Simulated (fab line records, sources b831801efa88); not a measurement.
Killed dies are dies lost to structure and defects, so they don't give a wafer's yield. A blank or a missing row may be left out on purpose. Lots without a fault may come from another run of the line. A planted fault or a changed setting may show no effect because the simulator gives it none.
Which tool did it? | flow sky130 | 6 lots, 18 wafers sampled, at 1 step of a route of 708

WHAT THE GAUGES READ, wafer by wafer
SKY_LOCAL_INTERCONNECT_CD_MEAS_11: target cd 170 nm.
lot  | measured     | on        | cd_nm (nm)
L847 | day 31 08:31 | cd_sem-01 | 168.0 167.2 168.9
L857 | day 34 16:41 | cd_sem-02 | 166.3 166.9 168.3
L859 | day 35 07:38 | cd_sem-02 | 168.9 170.0 168.3
L863 | day 38 00:50 | cd_sem-01 | 173.9 172.5 172.7
L864 | day 38 02:32 | cd_sem-02 | 169.6 168.4 169.3
L865 | day 38 08:25 | cd_sem-02 | 171.3 171.5 169.4

WHICH TOOL RAN EACH LOT (tool, then ch and the chambers of the sampled wafers, then the start)
The record holds no process step before these readings.

THE ANSWER, worked out from the rows above alone
Rule: what is usual is taken from the lots themselves. Put in order of their means at a reading, lots are off if they are a third of the lots or fewer, leave a main group of 4 or more, and stand apart from it by a gap of 3 or more times the standard deviation of the main group's means; of several such gaps the widest counts. A main group whose means are all the same, to the digits that the tables above print for the reading, isn't used. A lot without any number at a reading at which 4 lots or more have one is off too. The other lots that the step has rows for count as sound.
No lot is off at any reading shown: from this, nothing can be told.

WHAT THE SIMULATOR HAD PUT IN
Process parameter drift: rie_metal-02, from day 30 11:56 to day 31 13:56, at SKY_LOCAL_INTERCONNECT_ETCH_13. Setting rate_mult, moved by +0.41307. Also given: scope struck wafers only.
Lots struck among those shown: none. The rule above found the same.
